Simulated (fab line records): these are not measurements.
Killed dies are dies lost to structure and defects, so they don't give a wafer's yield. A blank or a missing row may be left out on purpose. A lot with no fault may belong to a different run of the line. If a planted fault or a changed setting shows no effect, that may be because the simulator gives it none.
The same fault as seen by 2 desks	flow sky130	each desk has only its own numbers; what lay behind them comes last

== FOR THE TOOL OWNER'S DESK: implanter-01 ==
The tool's own readings at SKY_LDD_HVP_IMPLANT_08: means of the sampled wafers that have a number, for each lot that ran on this tool. Any lot whose mean is over 4 standard deviations away from the usual mean is out of limits and marked OUT; that distance is given in the brackets.
Columns: A = beam-energy-keV at SKY_LDD_HVP_IMPLANT_08, usual 20.000
lot	first seen here	A
L990	day 22 07:27	20.003
L994	day 23 19:52	20.000
L997	day 24 23:22	23.642 (+99 or more) OUT
L999	day 25 16:08	23.650 (+99 or more) OUT
L106	day 28 10:41	20.004
L108	day 28 22:31	19.997
L109	day 29 04:37	20.009
L111	day 29 16:17	19.996
This desk finds L997, L999 out of limits, L997 being first, at day 24 23:22 (beam-energy-keV at SKY_LDD_HVP_IMPLANT_08). L990, L994, L106, L108, L109, L111: within limits.

== FROM THE METROLOGY DESK ==
Means of the sampled wafers that have a number, per lot and without regard to the tool the lot ran on: this is what the gauges read. Any lot whose mean is over 4 standard deviations away from the usual mean is out of limits and marked OUT; that distance is given in the brackets.
Columns: A = cd-nm at SKY_LDD_P_CD_MEAS_07, usual 379.9 nm; B = LDD_HVP_OVL at SKY_LDD_HVP_OVL_MEAS_07, usual -0.2 nm; C = LDD_HVP_TW at SKY_LDD_HVP_TW_MEAS_10, usual 454.1
lot	first seen here	A	B	C
L990	day 19 18:10	377.6	0.4	455.6
L994	day 21 06:37	383.6	0.3	454.2
L995	day 21 16:40	378.9	0.1	456.5
L996	day 21 22:16	379.7	1.3	453.8
L997	day 22 10:38	377.4	-1.3	471.6 (+8.3) OUT
L999	day 23 04:26	379.9	-2.3	471.2 (+8.1) OUT
L106	day 26 00:38	380.9	-3.0	454.1
L107	day 26 03:19	379.9	-1.3	455.4
L108	day 26 13:16	378.0	-1.4	452.6
L109	day 26 18:50	382.4	2.1	451.8
L110	day 27 04:32	376.6	-1.6	455.7
L111	day 27 07:01	378.0	0.3	456.9
This desk's finding: out of limits on L997, L999; first on L997, day 24 23:37 (LDD_HVP_TW at SKY_LDD_HVP_TW_MEAS_10). L990, L994, L995, L996, L106, L107, L108, L109, L110, L111: within limits.

== TAKEN TOGETHER ==
The tool owner's desk could have raised an alarm at day 24 23:22, on L997, L999.
The metrology desk could have raised an alarm at day 24 23:37, on L997, L999.
Of the lots named, all ran SKY_LDD_HVP_IMPLANT_08 on implanter-01.

== WHAT HAD BEEN PUT IN BY THE SIMULATOR ==
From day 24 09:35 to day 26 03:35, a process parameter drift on implanter-01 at SKY_LDD_HVP_IMPLANT_08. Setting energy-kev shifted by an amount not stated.
Struck lots among those shown: L997, L999.
Counting hours from when the fault started, the first reading out of limits came at 14 for the tool owner's desk and at 14 for the metrology desk.
